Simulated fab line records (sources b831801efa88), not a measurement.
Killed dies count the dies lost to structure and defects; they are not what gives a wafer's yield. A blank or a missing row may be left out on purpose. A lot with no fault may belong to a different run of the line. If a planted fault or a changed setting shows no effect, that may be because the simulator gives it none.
2 desks looking at one fault -- flow sky130 -- every desk sees just its own numbers, and what lay behind them comes last

TOOL OWNER'S DESK, rie_si-01
The tool's own readings at SKY_FIELD_ISO_ETCH_17 (etches Si in HBr/Cl2/O2, target depth 342 nm, time 97.7 s): means of the sampled wafers that have a number, for each lot that ran on this tool. A lot is out of limits, marked OUT, if its mean lies more than 4 standard deviations from the usual mean; the brackets give that distance.
Columns: A = drypump_motor_current_A at SKY_FIELD_ISO_ETCH_17, usual 5.7 A; B = oes_product_au at SKY_FIELD_ISO_ETCH_17, usual 0.998 a.u.; C = run_length_s at SKY_FIELD_ISO_ETCH_17, usual 126.1 s; D = throttle_valve_pct at SKY_FIELD_ISO_ETCH_17, usual 25.657 %
lot,first seen here,A,B,C,D
L566,day 2 20:37,5.6,0.999,126.0,25.665
L573,day 4 10:12,5.6,0.994,126.5,25.664
L574,day 4 15:06,5.9,1.005,126.1,25.659
L576,day 5 01:28,5.8,1.004,125.8,25.657
L581,day 6 05:54,5.9,0.999,125.1,25.651
L582,day 6 10:39,5.7,1.001,124.9,25.656
L583,day 6 13:27,6.0,1.000,124.7 (-4.1) OUT,25.651
This desk finds L583 out of limits, L583 being first, at day 6 13:27 (run_length_s at SKY_FIELD_ISO_ETCH_17). L566, L573, L574, L576, L581, L582: within limits.

METROLOGY DESK
What the gauges read, lot by lot, whatever tool the lot ran on: means of the sampled wafers that have a number. A lot is out of limits, marked OUT, if its mean lies more than 4 standard deviations from the usual mean; the brackets give that distance.
Columns: A = cd_nm at SKY_FIELD_ISO_CD_MEAS_13, usual 150.0 nm
lot,first seen here,A
L566,day 2 20:18,150.3
L573,day 4 09:54,151.8
L574,day 4 14:47,149.8
L576,day 5 01:11,149.8
L581,day 6 05:36,150.1
L582,day 6 10:20,150.9
L583,day 6 13:08,150.8
Finding of this desk: none of the 7 lots has anything out of limits.

PUT TOGETHER
An alarm could have come from the tool owner's desk at day 6 13:27, on L583.
Metrology desk: nothing out of limits seen.
The metrology desk holds a record of L583, inside its limits.
Of the lots named, all ran SKY_FIELD_ISO_ETCH_17 on rie_si-01.

WHAT WAS PUT IN BY THE SIMULATOR
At SKY_FIELD_ISO_ETCH_17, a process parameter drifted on rie_si-01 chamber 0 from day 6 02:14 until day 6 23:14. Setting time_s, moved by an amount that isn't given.
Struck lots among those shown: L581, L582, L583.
Delay in hours, fault start to first out-of-limits reading, by desk: the tool owner's desk at 11.
